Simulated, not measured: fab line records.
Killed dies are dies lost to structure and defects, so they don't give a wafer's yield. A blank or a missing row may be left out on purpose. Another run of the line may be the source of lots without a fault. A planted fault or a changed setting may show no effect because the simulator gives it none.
Split-lot study | flow gf180mcu | 5 lots, 23 wafers read, on a route of 602 steps

## ON THE SPLIT
At GF_V3_CMP_04 (polishes SiO2), the setting leave-above-ref-nm was moved away from the recipe's 632.5 nm on 10 of the 23 wafers read, by +4.9% to +6.3%. The other wafers ran this setting at the recipe's value.

The reading is taken at the split's own step.

## THE READING
SiO2_of_V3_CVD_02.thk-nm (the simulator's own value, which no gauge read), in nm, at GF_V3_CMP_04 (polishes SiO2). The file gives no usual value for it. The 13 wafers here that ran the recipe average 632.8 nm, standard deviation 1 nm.

wafer  | tool, chamber at the split | leave-above-ref-nm as run, nm | against the recipe | SiO2_of_V3_CVD_02.thk-nm, nm | against lot-mates on the recipe
L076.1 | cmp-02, 2                  | 632.5                         | recipe             | 632.7                        | -
L076.5 | cmp-02, 2                  | 632.5                         | recipe             | 634                          | -
L076.6 | cmp-02, 3                  | 632.5                         | recipe             | 633.3                        | -
L078.4 | cmp-02, 3                  | 632.5                         | recipe             | 633.5                        | -
L078.2 | cmp-02, 0                  | 632.5                         | recipe             | 633.7                        | -
L078.1 | cmp-02, 1                  | 663.7                         | +4.9%              | 664.4                        | +30.7
L078.6 | cmp-02, 3                  | 632.5                         | recipe             | 633.9                        | -
L078.5 | cmp-02, 0                  | 663.7                         | +4.9%              | 664.8                        | +31.1
L082.3 | cmp-02, 3                  | 671.1                         | +6.1%              | 669.8                        | +38.4
L082.1 | cmp-02, 0                  | 671.1                         | +6.1%              | 672.4                        | +41.0
L082.4 | cmp-02, 1                  | 632.5                         | recipe             | 630.3                        | -
L082.2 | cmp-02, 2                  | 671.1                         | +6.1%              | 670.4                        | +39.0
L082.5 | cmp-02, 0                  | 632.5                         | recipe             | 632.5                        | -
L083.4 | cmp-01, 1                  | 668.8                         | +5.7%              | 667.3                        | +34.6
L083.2 | cmp-01, 3                  | 668.8                         | +5.7%              | 668                          | +35.3
L083.3 | cmp-01, 0                  | 632.5                         | recipe             | 633.8                        | -
L083.5 | cmp-01, 1                  | 632.5                         | recipe             | 631.6                        | -
L083.6 | cmp-01, 2                  | 668.8                         | +5.7%              | 668                          | +35.3
L084.4 | cmp-02, 1                  | 632.5                         | recipe             | 632.3                        | -
L084.2 | cmp-02, 2                  | 672.3                         | +6.3%              | 670.6                        | +38.1
L084.3 | cmp-02, 3                  | 632.5                         | recipe             | 632.8                        | -
L084.6 | cmp-02, 0                  | 672.3                         | +6.3%              | 674.1                        | +41.6
L084.5 | cmp-02, 1                  | 632.5                         | recipe             | 632.5                        | -

FIT RESULTS
A straight line over all 23 wafers: SiO2_of_V3_CVD_02.thk-nm changes by +6.23 nm for each +1% of leave-above-ref-nm; r = +1.00; the points scatter about the line by 1.2 nm.
The same after taking each lot's own level away (the mean of its wafers on the recipe; 23 wafers): +6.3 nm for each +1%; r = +1.00; scatter 1 nm.
On that fit, the largest move of leave-above-ref-nm shifts the reading by 40 nm.
The span of the lots' own levels, 631.40 to 633.70 nm, comes to 2.3 times the standard deviation stated above.
The two slopes are in agreement: the lot-to-lot level therefore moves the slope only a little.
Check: with one of the wafers moved furthest among these (+6.3%) left out of the fit, the line predicts +39.9 nm for it against its lot-mates. Against them it came out at +38.1 nm.
Tool readings at the split's step, against how far the setting was moved: time-to-endpoint-s r = -0.89.

## THE OTHER SPLITS THESE WAFERS WENT THROUGH
Note: prior to the reading, these wafers also went through further splits. Each is held against what the fit with the lots' levels taken away leaves over:
other split on the same wafers | wafers away from the commonest value | r with SiO2_of_V3_CVD_02.thk-nm (lot level and that fit taken away)
GF_M2_COAT_09 resist-thk-nm    | 7                                    | +0.27
GF_V2_COAT_09 resist-thk-nm    | 9                                    | -0.25
GF_V2_ETCH_16 ion-energy-ev    | 11                                   | +0.18
GF_M3_SPUTTER_03 power-w       | 9                                    | -0.20
GF_M3_METAL_ETCH_16 icp-w      | 8                                    | +0.01

## THE WHOLE CHAIN: every reading that the file lists as answering this split, in the file's order
step         | what it does  | reading                                                                   | change (the file's fit)              | r (the file's)
GF_V3_CMP_04 | polishes SiO2 | time-to-endpoint-s                                                        | withheld for each +1% of the setting | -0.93
GF_V3_CMP_04 | polishes SiO2 | SiO2_of_V3_CVD_02.thk-nm (the simulator's own value, which no gauge read) | +6.31 nm for each +1% of the setting | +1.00

## THE FILE'S OWN FIT
SiO2_of_V3_CVD_02.thk-nm changes by +6.31 nm for each +1% of leave-above-ref-nm, r = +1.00.
